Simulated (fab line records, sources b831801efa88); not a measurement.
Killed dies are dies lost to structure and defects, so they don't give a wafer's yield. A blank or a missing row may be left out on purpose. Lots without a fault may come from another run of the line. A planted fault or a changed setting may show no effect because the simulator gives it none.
Which tool did it? | flow sky130 | 6 lots, 18 wafers sampled, at 3 steps of a route of 708

WHAT THE GAUGES READ, wafer by wafer
SKY_METAL1_RS_MEAS_05: measures by four-point-probe.
lot  | measured     | on            | METAL1_ALCU_RS (ohm/sq)
L634 | day 33 14:13 | film_metro-02 | 0.1291 0.1301 0.1296
L635 | day 34 04:58 | film_metro-02 | 0.1250 0.1250 0.1253
L638 | day 35 07:43 | film_metro-02 | 0.1278 0.1282 0.1278
L641 | day 35 23:32 | film_metro-04 | 0.1251 0.1266 0.1245
L649 | day 39 02:35 | film_metro-03 | 0.1286 0.1269 0.1262
L650 | day 39 08:41 | film_metro-03 | 0.1261 0.1270 0.1262

WHICH TOOL RAN EACH LOT (tool, then ch and the chambers of the sampled wafers, then the start)
lot  | SKY_CONTACT_SPUTTER_23       | SKY_METAL1_SPUTTER_04
L634 | pvd_sputter-03, day 33 13:26 | pvd_sputter-01, day 33 14:10
L635 | pvd_sputter-01, day 34 04:10 | pvd_sputter-04, day 34 04:55
L638 | pvd_sputter-01, day 35 06:47 | pvd_sputter-02, day 35 07:38
L641 | pvd_sputter-03, day 35 22:44 | pvd_sputter-02, day 35 23:29
L649 | pvd_sputter-04, day 39 01:19 | pvd_sputter-04, day 39 02:31
L650 | pvd_sputter-03, day 39 07:50 | pvd_sputter-01, day 39 08:36
- SKY_CONTACT_SPUTTER_23: material TiN, target thk 20 nm, time 80 s.
- SKY_METAL1_SPUTTER_04: material TiN, target thk 70 nm, time 58.3 s.

THE ANSWER, worked out from the rows above alone
Rule: what is usual is taken from the lots themselves. Put in order of their means at a reading, lots are off if they are a third of the lots or fewer, leave a main group of 4 or more, and stand apart from it by a gap of 3 or more times the standard deviation of the main group's means; of several such gaps the widest counts. A main group whose means are all the same, to the digits that the tables above print for the reading, isn't used. A lot without any number at a reading at which 4 lots or more have one is off too. The other lots that the step has rows for count as sound.
No lot is off at any reading shown: from this, nothing can be told.

WHAT THE SIMULATOR HAD PUT IN
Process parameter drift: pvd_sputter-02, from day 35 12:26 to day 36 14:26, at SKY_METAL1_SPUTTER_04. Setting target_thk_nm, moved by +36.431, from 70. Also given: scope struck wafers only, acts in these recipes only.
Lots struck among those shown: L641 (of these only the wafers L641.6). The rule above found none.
